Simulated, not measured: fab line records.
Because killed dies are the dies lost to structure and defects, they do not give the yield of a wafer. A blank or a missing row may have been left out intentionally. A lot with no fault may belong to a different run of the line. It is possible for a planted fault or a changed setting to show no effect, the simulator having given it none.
fab line records	flow sky130
[record] lots = 11	wafers = 31	lastDay = 50
route steps=708 shown CONTACT@429 METAL1@454 VIA1@472 PAD_OPEN@708
lots untouched by any fault: they come from a run of this same line in which no faults occurred
startH: hours from the record's first day to the start of the lot's first wafer shown	waitH: hours since the lot's step before	" unchanged from the row above	L1.1+2: a row that stands for several wafers	- either no value or no given start	* or withheld: withheld	< > ~ a bound
route shown NAME@n: names a module that has steps shown in the file, with the first one's number in the route	usual: average and standard deviation across the fault-free wafers	same: alike in all rows	chamber/n: place in a boat	sites: each site's reading	_std_site: their standard deviation	_edge_site: inner sites' mean taken away from outer sites' mean	radiusMm: how far each site lies from the wafer's centre	mask NAME#n: copy n	behind: the most recent tool/chamber to have shaped the wafer	hold: reason for holding the lot/hours on hold/outcome of the hold	device: which transistor (n, p or np) failed to switch	end of line: tests of these same wafers at the route's end	step lacking rows: just its recipe	killed: dies that structure and defects cost at the first sort, which is not the same as the wafer's yield	map: dies across one wafer; x = killed, . = not, _ = none there
set.NAME: setting as actually run; set.NAME@STEP: the setting as run at that earlier step	model.NAME: the simulator's own value behind a step, which no gauge read
steps of the route over a sample of lots; a table a step, a row a wafer
services: the hour from which a tool's chamber was out of use, counted from the record's first day as startH (under 0 if before that day), plus the number of hours and why
[[steps]]
[step SKY_CONTACT_SPUTTER_23]
[recipe] material = TiN	targetThkNm = 20	chamberPressurePa = 5	powerW = 4000	timeS = 80
[usual] throttleValvePct = 30.1/1.1
lot.wafer	tool	chamber	startH	waitH	throttleValvePct
L317.1	pvdSputter-02	-	751.96	0.0	29.8
L317.2	"	-	"	"	31.8
L317.4	"	-	"	"	29.5
L319.1	pvdSputter-04	-	771.88	0.0	29.9
L319.2	"	-	"	"	30.7
L319.6	"	-	"	"	30.1
L320.1	pvdSputter-04	-	776.07	0.0	29.9
L320.3	"	-	"	"	32.0
L320.4	"	-	"	"	30.3
L324.1	pvdSputter-02	-	802.74	0.0	29.7
L324.6	"	-	"	"	31.8
L325.1	pvdSputter-04	-	810.56	0.0	30.7
L325.4	"	-	"	"	32.1
L330.2	pvdSputter-03	-	856.29	0.0	29.8
L330.4	"	-	"	"	29.1
L330.5	"	-	"	"	29.4
L333.1	pvdSputter-03	-	873.66	0.0	29.3
L333.5	"	-	"	"	29.2
L333.6	"	-	"	"	29.8
L334.1	pvdSputter-02	-	876.82	0.0	29.7
L334.5	"	-	"	"	29.4
L334.6	"	-	"	"	29.4
L335.1	pvdSputter-04	-	882.78	0.0	30.6
L335.2	"	-	"	"	30.3
L335.5	"	-	"	"	30.2
L336.2	pvdSputter-02	-	890.97	0.0	31.9
L336.3	"	-	"	"	29.3
L336.4	"	-	"	"	29.6
L337.3	pvdSputter-03	-	899.67	0.0	28.0
L337.4	"	-	"	"	29.6
L337.5	"	-	"	"	28.4
[step SKY_METAL1_STRIP_20]
[recipe] chemistry = O2/N2	powerW = 1400	pressureMtorr = 1500	platenTempC = withheld	o2FlowSccm = 3000	n2FlowSccm = 300	overashFraction = 0.5
[usual] drypumpMotorCurrentA = 5.85/0.16	oesProductAu = 0.343/0.0043	stripTimeToEndpointS = 2.70/0.034
lot.wafer	tool	chamber	startH	waitH	drypumpMotorCurrentA	oesProductAu	rfHoursCounterH	stripTimeToEndpointS
L317.1	plasmaAsher-02	0	779.48	0.1	5.96	0.342	94	2.73
L317.2	"	1	"	"	5.55	0.345	94	2.70
L317.4	"	0	"	"	5.96	0.354	-	2.68
L319.1	plasmaAsher-02	0	798.86	0.1	5.97	0.340	96	2.69
L319.2	"	1	"	"	5.56	0.339	96	2.71
L319.6	"	1	"	"	5.59	0.342	-	2.70
L320.1	plasmaAsher-03	0	803.36	0.1	5.98	0.339	36	2.70
L320.3	"	0	"	"	5.98	0.348	-	2.68
L320.4	"	1	"	"	5.63	0.345	-	2.71
L324.1	plasmaAsher-01	0	830.73	0.1	5.94	0.342	72	2.71
L324.6	"	0	"	"	5.92	0.339	-	2.64
L325.1	plasmaAsher-02	1	838.17	0.1	5.57	0.344	100	2.68
L325.4	"	1	"	"	5.55	0.350	-	2.69
L330.2	plasmaAsher-02	0	882.91	0.1	6.00	0.342	104	2.70
L330.4	"	0	"	"	6.00	0.338	-	2.74
L330.5	"	0	"	"	6.03	0.347	-	2.71
L333.1	plasmaAsher-02	0	900.26	0.1	5.98	0.343	106	2.77
L333.5	"	0	"	"	5.96	0.345	-	2.72
L333.6	"	1	"	"	5.59	0.347	-	2.77
L334.1	plasmaAsher-03	1	903.40	0.1	5.62	0.341	45	2.66
L334.5	"	0	"	"	5.96	0.339	-	2.66
L334.6	"	1	"	"	5.63	0.345	-	2.68
L335.1	plasmaAsher-02	0	908.51	0.1	6.00	0.348	107	2.68
L335.2	"	1	"	"	5.58	0.332	107	2.69
L335.5	"	0	"	"	5.98	0.339	-	2.74
L336.2	plasmaAsher-01	0	917.85	0.1	5.92	0.346	81	2.72
L336.3	"	1	"	"	5.90	0.346	-	2.72
L336.4	"	0	"	"	5.93	0.342	-	2.71
L337.3	plasmaAsher-01	0	925.74	0.1	5.94	0.346	-	2.67
L337.4	"	1	"	"	5.91	0.346	-	2.69
L337.5	"	1	"	"	5.93	0.342	-	2.63
[step SKY_VIA1_ETCH_14]
[recipe] chemistry = N2/H2	target = BARC	ionEnergyEv = 200	sourceW = 500	biasW = 100	pressureMtorr = 30	n2FlowSccm = 100	h2FlowSccm = 200	stopOn = SiO2	timeS = 45.9	targetDepthA = 600
[usual] drypumpMotorCurrentA = 5.7/0.52	oesProductAu = 0.855/0.0046	throttleValvePct = 13.224/0.01
lot.wafer	tool	chamber	startH	waitH	drypumpMotorCurrentA	oesProductAu	rfHoursCounterH	throttleValvePct
L317.1	rieDiel-02	2	806.07	0.0	5.2	0.851	7	13.227
L317.2	"	0	"	"	6.3	0.856	12	13.225
L317.4	"	3	"	"	5.3	0.855	18	13.219
L319.1	rieDiel-03	2	827.48	0.0	4.8	0.844	14	13.231
L319.2	"	1	"	"	6.3	0.862	6	13.238
L319.6	"	0	"	"	5.7	0.856	-	13.223
L320.1	rieDiel-03	0	831.62	0.0	5.7	0.858	14	13.232
L320.3	"	1	"	"	6.3	0.853	7	13.221
L320.4	"	2	"	"	4.8	0.858	14	13.240
L324.1	rieDiel-03	3	859.07	0.0	6.0	0.853	12	13.222
L324.6	"	1	"	"	6.3	0.844	-	13.216
L325.1	rieDiel-02	1	866.47	0.0	5.9	0.855	12	13.234
L325.4	"	3	"	"	5.3	0.856	20	13.230
L330.2	rieDiel-02	3	909.57	0.0	5.3	0.866	21	13.223
L330.4	"	2	"	"	5.2	0.862	10	13.228
L330.5	"	2	"	"	5.2	0.849	-	13.210
L333.1	rieDiel-02	0	926.48	0.0	6.3	0.849	15	13.217
L333.5	"	3	"	"	5.3	0.849	-	13.204
L333.6	"	0	"	"	6.3	0.857	-	13.215
L334.1	rieDiel-03	2	928.83	0.0	4.8	0.858	16	13.228
L334.5	"	2	"	"	4.8	0.852	-	13.220
L334.6	"	3	"	"	6.0	0.855	-	13.222
L335.1	rieDiel-03	3	934.57	0.0	6.0	0.850	14	13.221
L335.2	"	0	"	"	5.7	0.854	17	13.220
L335.5	"	2	"	"	4.8	0.851	-	13.223
L336.2	rieDiel-03	2	943.82	0.0	4.8	0.858	17	13.213
L336.3	"	0	"	"	5.6	0.860	18	13.228
L336.4	"	3	"	"	6.0	0.861	14	13.220
L337.3	rieDiel-02	0	951.57	0.0	6.3	0.854	15	13.224
L337.4	"	2	"	"	5.2	0.855	-	13.228
L337.5	"	0	"	"	6.3	0.857	-	13.239
[step SKY_VIA1_CVD_21]
[recipe] material = W	targetThkNm = 270	timeS = 80.902	tempC = 400	pressureTorr = 40
[usual] heaterPowerW = 831/59
lot.wafer	tool	chamber	startH	waitH	heaterPowerW
L317.1	cvdW-01	0	806.81	0.0	752
L317.2	"	1	"	"	881
L317.4	"	1	"	"	886
L319.1	cvdW-01	1	828.28	0.0	885
L319.2	"	0	"	"	740
L319.6	"	1	"	"	900
L320.1	cvdW-01	0	832.71	0.0	761
L320.3	"	0	"	"	762
L320.4	"	1	"	"	890
L324.1	cvdW-01	0	859.85	0.0	748
L324.6	"	0	"	"	763
L325.1	cvdW-01	0	867.25	0.0	741
L325.4	"	1	"	"	899
L330.2	cvdW-02	0	910.41	0.0	819
L330.4	"	0	"	"	848
L330.5	"	1	"	"	851
L333.1	cvdW-02	0	927.22	0.0	854
L333.5	"	0	"	"	848
L333.6	"	1	"	"	852
L334.1	cvdW-01	0	929.57	0.0	695
L334.5	"	0	"	"	689
L334.6	"	1	"	"	863
L335.1	cvdW-01	0	935.32	0.0	724
L335.2	"	1	"	"	884
L335.5	"	0	"	"	703
L336.2	cvdW-01	0	944.60	0.0	703
L336.3	"	1	"	"	864
L336.4	"	0	"	"	731
L337.3	cvdW-01	0	952.34	0.1	722
L337.4	"	1	"	"	860
L337.5	"	0	"	"	726
[step SKY_VIA1_RS_MEAS_22]
[recipe] thkMeasGauge = four-point-probe	reads = W_of_VIA1_CVD_21+TiN_of_VIA1_SPUTTER_20
[usual] VIA1_W_RS = 0.428/0.005
lot.wafer	tool	chamber	startH	waitH	VIA1_W_RS[ohm/sq]
L317.1	filmMetro-04	-	806.90	0.1	0.426
L317.2	"	-	"	"	0.435
L317.4	"	-	"	"	0.431
L319.1	filmMetro-02	-	828.37	0.1	0.426
L319.2	"	-	"	"	0.424
L319.6	"	-	"	"	0.425
L320.1	filmMetro-03	-	832.80	0.1	0.465
L320.3	"	-	"	"	0.432
L320.4	"	-	"	"	0.431
L324.1	filmMetro-04	-	859.94	0.1	0.472
L324.6	"	-	"	"	0.423
L325.1	filmMetro-04	-	867.35	0.1	0.471
L325.4	"	-	"	"	0.431
L330.2	filmMetro-02	-	910.52	0.1	0.434
L330.4	"	-	"	"	0.434
L330.5	"	-	"	"	0.437
L333.1	filmMetro-03	-	927.31	0.1	0.425
L333.5	"	-	"	"	0.429
L333.6	"	-	"	"	0.425
L334.1	filmMetro-02	-	929.66	0.1	0.426
L334.5	"	-	"	"	0.433
L334.6	"	-	"	"	0.427
L335.1	filmMetro-04	-	935.41	0.1	0.428
L335.2	"	-	"	"	0.425
L335.5	"	-	"	"	0.425
L336.2	filmMetro-04	-	944.72	0.1	0.425
L336.3	"	-	"	"	0.425
L336.4	"	-	"	"	0.424
L337.3	filmMetro-03	-	952.44	0.1	0.414
L337.4	"	-	"	"	0.423
L337.5	"	-	"	"	0.415
[step SKY_VIA1_THK_MEAS_23]
[recipe] thkMeasGauge = xrf	reads = W_of_VIA1_CVD_21
[usual] VIA1_W_THK = 265/4.5
lot.wafer	tool	chamber	startH	waitH	VIA1_W_THK[nm]
L317.1	filmMetro-04	-	807.02	0.1	264
L317.2	"	-	"	"	258
L317.4	"	-	"	"	261
L319.1	filmMetro-02	-	828.49	0.1	264
L319.2	"	-	"	"	266
L319.6	"	-	"	"	265
L320.1	filmMetro-03	-	832.92	0.1	247
L320.3	"	-	"	"	268
L320.4	"	-	"	"	266
L324.1	filmMetro-04	-	860.06	0.1	241
L324.6	"	-	"	"	267
L325.1	filmMetro-04	-	867.47	0.1	240
L325.4	"	-	"	"	264
L330.2	filmMetro-02	-	910.63	0.1	261
L330.4	"	-	"	"	261
L330.5	"	-	"	"	261
L333.1	filmMetro-03	-	927.43	0.1	270
L333.5	"	-	"	"	268
L333.6	"	-	"	"	270
L334.1	filmMetro-02	-	929.78	0.1	265
L334.5	"	-	"	"	262
L334.6	"	-	"	"	264
L335.1	filmMetro-04	-	935.53	0.1	264
L335.2	"	-	"	"	266
L335.5	"	-	"	"	267
L336.2	filmMetro-04	-	944.83	0.1	264
L336.3	"	-	"	"	267
L336.4	"	-	"	"	268
L337.3	filmMetro-03	-	952.54	0.1	278
L337.4	"	-	"	"	272
L337.5	"	-	"	"	275
[step SKY_PAD_OPEN_PROBE_99]
[usual] defectLimitedYield = 82.6/1.8	killed_at_M0_to_M3 = 43/6.4	killed_at_M4_up = 2.8/1.7	killedAtContacts = 24/5.5	killedAtFrontEnd = 15/4	killedAtOther = 0.3/0.54	killedDies = 86/9.1	killedOpen = 47/6.6	killedShort = 39/6.2	sort_bin_3_pad_short = 0.9/0.45	sort_bin_5_function = 10.4/1.4	sort_bin_6_memory = 6.2/1.1	sortNPass = 406/9.1	sortYieldPct = 82.6/1.8
[same] grossDies = 492	killedAtBackSide = 0	sort_bin_4_leakage[%] = 0	sort_bin_8_speed[%] = 0
lot.wafer	tool	chamber	startH	waitH	defectLimitedYield[%]	killed_at_M0_to_M3	killed_at_M4_up	killedAtContacts	killedAtFrontEnd	killedAtOther	killedDies	killedOpen	killedShort	sort_bin_3_pad_short[%]	sort_bin_5_function[%]	sort_bin_6_memory[%]	sortNPass	sortYieldPct[%]
L334.1	prober-01	-	1178.39	0.1	82.5	33	3	37	13	0	86	45	41	1.0	11.8	4.7	406	82.5
L334.5	prober-01	-	1178.59	0.2	85.0	43	2	17	12	0	74	40	34	0.4	8.7	5.9	418	85.0
L334.6	prober-01	-	1178.64	0.2	85.8	41	1	19	9	0	70	39	31	0.2	9.3	4.7	422	85.8
// killed by level:class
L334.1 CONTACT:geometricParticle:open=13 LI_CONTACT:geometricParticle:open=10 VIA1:geometricParticle:open=7 LI_CONTACT:geometricParticle:short=6 CONTACT:geometricParticle:short=5 METAL1:geometricParticle:short=4 VIA2:geometricParticle:short=4 FIELD_ISO:geometricParticle:short=3
L334.5 VIA1:geometricParticle:open=10 CONTACT:geometricParticle:open=9 VIA2:geometricParticle:open=7 VIA1:geometricParticle:short=6 FIELD_ISO:geometricParticle:short=4 POLY_GATE:geometricParticle:open=4 METAL1:geometricParticle:short=4 METAL2:geometricParticle:short=4
L334.6 VIA3:geometricParticle:open=8 VIA1:geometricParticle:short=7 VIA1:geometricParticle:open=7 METAL1:geometricParticle:short=5 LI_CONTACT:geometricParticle:open=5 CONTACT:geometricParticle:open=5 CONTACT:geometricParticle:short=4 VIA2:geometricParticle:open=4
[[services]]
tool	chamber	startH	hours	kind
cvdW-01	1	730.77	5.7	repair
plasmaAsher-03	-	745.30	1.6	repair
plasmaAsher-02	-	754.93	8.8	repair
rieDiel-02	0	768.13	8.8	repair
pvdSputter-02	-	770.12	0.5	repair
pvdSputter-03	-	781.00	3.0	repair
cvdW-01	0	808.64	6.7	repair
plasmaAsher-03	-	811.69	2.8	pm
pvdSputter-04	3	832.59	-	consumableReplace:kit
pvdSputter-04	3	832.59	18.0	scheduledDown
pvdSputter-04	3	832.59	18.0	ventCycle
plasmaAsher-02	-	835.28	1.9	repair
pvdSputter-02	0	837.40	-	consumableReplace:kit
pvdSputter-02	0	837.40	18.0	scheduledDown
cvdW-02	1	864.17	7.4	repair
cvdW-01	-	904.00	14.0	pm
cvdW-01	0	904.00	14.0	ventCycle
cvdW-01	1	904.00	14.0	ventCycle
cvdW-01	0	918.00	-	clean
cvdW-01	1	918.00	-	clean
rieDiel-02	3	931.92	-	clean
rieDiel-02	3	931.92	34.7	scheduledDown
rieDiel-02	3	931.92	34.7	ventCycle
rieDiel-02	1	943.55	3.6	repair
[[key]]
[firstSign] step = SKY_VIA1_RS_MEAS_22	reading = VIA1_W_RS	direction = up	sigmas = 8.2	usual = 0.428	struck = 0.469
[effect] step = SKY_VIA1_THK_MEAS_23	reading = VIA1_W_THK	direction = down	sigmas = 5	usual = 265	struck = 243
metAt SKY_VIA1_CVD_21
struckLots L320,L324,L325
struckWafers L320.1,L324.1,L325.1
notActingAt SKY_CONTACT_SPUTTER_23,SKY_METAL1_STRIP_20,SKY_VIA1_ETCH_14
onsetBetween 828.28 832.71
[fault] kind = processParameterDrift	tool = cvdW-01	chamber = -	onsetH = 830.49	steps = SKY_VIA1_CVD_21	channel = targetThkNm	offset = -22.088	shape = step	endH = 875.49	scope = struckWafersOnly	actsIn = theseRecipesOnly	stated = 270
